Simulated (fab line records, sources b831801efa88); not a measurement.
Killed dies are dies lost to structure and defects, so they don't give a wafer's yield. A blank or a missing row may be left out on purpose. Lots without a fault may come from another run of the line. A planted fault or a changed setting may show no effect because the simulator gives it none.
One fault seen from 2 desks | flow gf180mcu | each desk has only its own numbers; what lay behind them comes last

THE TOOL OWNER'S DESK: litho_track-01
The tool's own readings at GF_HV_LDD_COAT_02 (resist thk 1000 nm): means of the sampled wafers that have a number, for each lot that ran on this tool. A lot is out of limits, marked OUT, if its mean lies more than 4 standard deviations from the usual mean; the brackets give that distance.
Columns: A = resist_line_temp_C at GF_HV_LDD_COAT_02, usual 23.00 C
lot  | first seen here | A
L922 | day 10 09:49    | 22.93
L923 | day 10 21:13    | 22.95
L926 | day 11 13:32    | 22.98
L933 | day 13 23:46    | 23.05
L934 | day 14 01:01    | 23.07
This desk's finding: nothing out of limits on any of the 5 lots.

THE METROLOGY DESK
What the gauges read, lot by lot, whatever tool the lot ran on: means of the sampled wafers that have a number. A lot is out of limits, marked OUT, if its mean lies more than 4 standard deviations from the usual mean; the brackets give that distance.
Columns: A = VT_IMPLANT_3_TW at GF_VT_IMPLANT_TW_MEAS_32, usual 267.0; B = POLY_GATE_CVD_00_THK at GF_POLY_GATE_THK_MEAS_01, usual 199.2 nm
lot  | first seen here | A     | B
L920 | day 7 00:45     | 267.4 | 198.7
L922 | day 7 16:32     | 268.9 | 197.9
L923 | day 7 22:17     | 267.1 | 200.7
L926 | day 8 17:22     | 261.7 | 197.1
L931 | day 10 03:08    | 270.6 | 198.9
L933 | day 10 18:26    | 271.7 | 202.8
L934 | day 10 21:17    | 270.7 | 198.8
L937 | day 12 00:42    | 264.7 | 198.2
L936 | day 12 01:25    | 264.5 | 199.6
L938 | day 12 07:48    | 267.0 | 200.1
L940 | day 12 12:20    | 267.2 | 197.6
L941 | day 13 02:50    | 267.2 | 201.5
L942 | day 13 12:35    | 268.2 | 202.5
This desk's finding: nothing out of limits on any of the 13 lots.

PUT TOGETHER
The tool owner's desk saw nothing out of limits.
The metrology desk saw nothing out of limits.

WHAT THE SIMULATOR HAD PUT IN
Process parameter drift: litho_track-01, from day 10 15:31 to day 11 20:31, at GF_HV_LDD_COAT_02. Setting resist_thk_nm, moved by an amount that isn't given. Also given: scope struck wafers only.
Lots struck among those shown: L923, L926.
